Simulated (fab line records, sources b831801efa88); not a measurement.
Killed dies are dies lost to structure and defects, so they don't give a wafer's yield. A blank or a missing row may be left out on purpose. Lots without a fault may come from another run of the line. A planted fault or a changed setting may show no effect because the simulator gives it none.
Tool commonality check | flow sky130 | 13 lots, 39 wafers sampled

WHY IT WAS OPENED
At SKY_LDD_HVN_TW_MEAS_10 the reading LDD_HVN_TW is flagged on 2 of 13 lots. Wafers without a fault read 1435, standard deviation 9.8.
Rule: a lot is flagged when every wafer of it that has a number lies more than 4 standard deviations from that mean, or none has a number. The other lots count as sound.

lot  | measured     | on            | LDD_HVN_TW, wafer by wafer | flag
L994 | day 19 16:03 | film_metro-02 | 1439 1443 1449             |
L995 | day 20 06:53 | film_metro-01 | 1417 1421 1417             |
L997 | day 21 03:25 | film_metro-04 | 1428 1437 1437             |
L999 | day 22 13:05 | film_metro-02 | 1435 1437 1437             |
L100 | day 22 22:34 | film_metro-02 | 1432 1439 1447             |
L102 | day 23 18:00 | film_metro-04 | 1437 1438 1430             |
L103 | day 24 01:03 | film_metro-01 | 1425 1425 1413             |
L105 | day 24 05:16 | film_metro-04 | 1431 1432 1431             |
L109 | day 25 18:43 | film_metro-04 | 1377 1374 1381             | FLAGGED
L111 | day 26 01:58 | film_metro-02 | 1377 1378 1385             | FLAGGED
L114 | day 28 03:34 | film_metro-02 | 1436 1440 1445             |
L116 | day 28 20:21 | film_metro-02 | 1444 1430 1440             |
L117 | day 29 02:20 | film_metro-01 | 1416 1423 1416             |
The numbers of the flagged lots are 1379 on average: -56 against the usual, or -6 standard deviations.

WHICH TOOL RAN EACH LOT
The record holds 1 process step before the reading, out of a route of 708 steps. In each cell: the tool, then ch and the chambers that the sampled wafers went through, then the start.
lot  | flag    | SKY_LDD_HVN_IMPLANT_08
L994 |         | implanter-03 ch 0, day 19 15:48
L995 |         | implanter-03 ch 0, day 20 06:40
L997 |         | implanter-01 ch 0, day 21 03:10
L999 |         | implanter-04 ch 0, day 22 12:52
L100 |         | implanter-04 ch 0, day 22 22:19
L102 |         | implanter-03 ch 0, day 23 17:45
L103 |         | implanter-03 ch 0, day 24 00:48
L105 |         | implanter-01 ch 0, day 24 05:03
L109 | FLAGGED | implanter-03 ch 0, day 25 18:28
L111 | FLAGGED | implanter-03 ch 0, day 26 01:43
L114 |         | implanter-04 ch 0, day 28 03:20
L116 |         | implanter-01 ch 0, day 28 20:06
L117 |         | implanter-01 ch 0, day 29 02:05
What these steps do:
- SKY_LDD_HVN_IMPLANT_08
- SKY_LDD_HVN_TW_MEAS_10

FLAGGED OVER TOTAL, TOOL BY TOOL (the gauges that took the reading come last)
step                   | tool          | lots run | flagged | share of the flagged lots | sound lots run after its first flagged lot
SKY_LDD_HVN_IMPLANT_08 | implanter-01  | 4        | 0       | none                      | -
SKY_LDD_HVN_IMPLANT_08 | implanter-03  | 6        | 2       | all                       | 0
SKY_LDD_HVN_IMPLANT_08 | implanter-04  | 3        | 0       | none                      | -
SKY_LDD_HVN_TW_MEAS_10 | film_metro-01 | 3        | 0       | none                      | -
SKY_LDD_HVN_TW_MEAS_10 | film_metro-02 | 6        | 1       | some                      | 2 (L114,L116)
SKY_LDD_HVN_TW_MEAS_10 | film_metro-04 | 4        | 1       | some                      | 0

WHAT THE TABLE ALLOWS
1 row of the table ran every flagged lot: implanter-03 at SKY_LDD_HVN_IMPLANT_08.
- implanter-03 at SKY_LDD_HVN_IMPLANT_08: 2 of its 6 lots flagged. Its last sound lot is L103 (day 24 00:48), its first flagged lot L109 (day 25 18:28): a fault that began between those two fits.
One tool is left: implanter-03 at SKY_LDD_HVN_IMPLANT_08.

WHAT THE SIMULATOR HAD PUT IN
Process parameter drift: implanter-03, from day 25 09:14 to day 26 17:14, at SKY_LDD_HVN_IMPLANT_08. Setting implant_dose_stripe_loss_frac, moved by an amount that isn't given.
Lots struck among those shown: L109, L111. The rule above found the same.
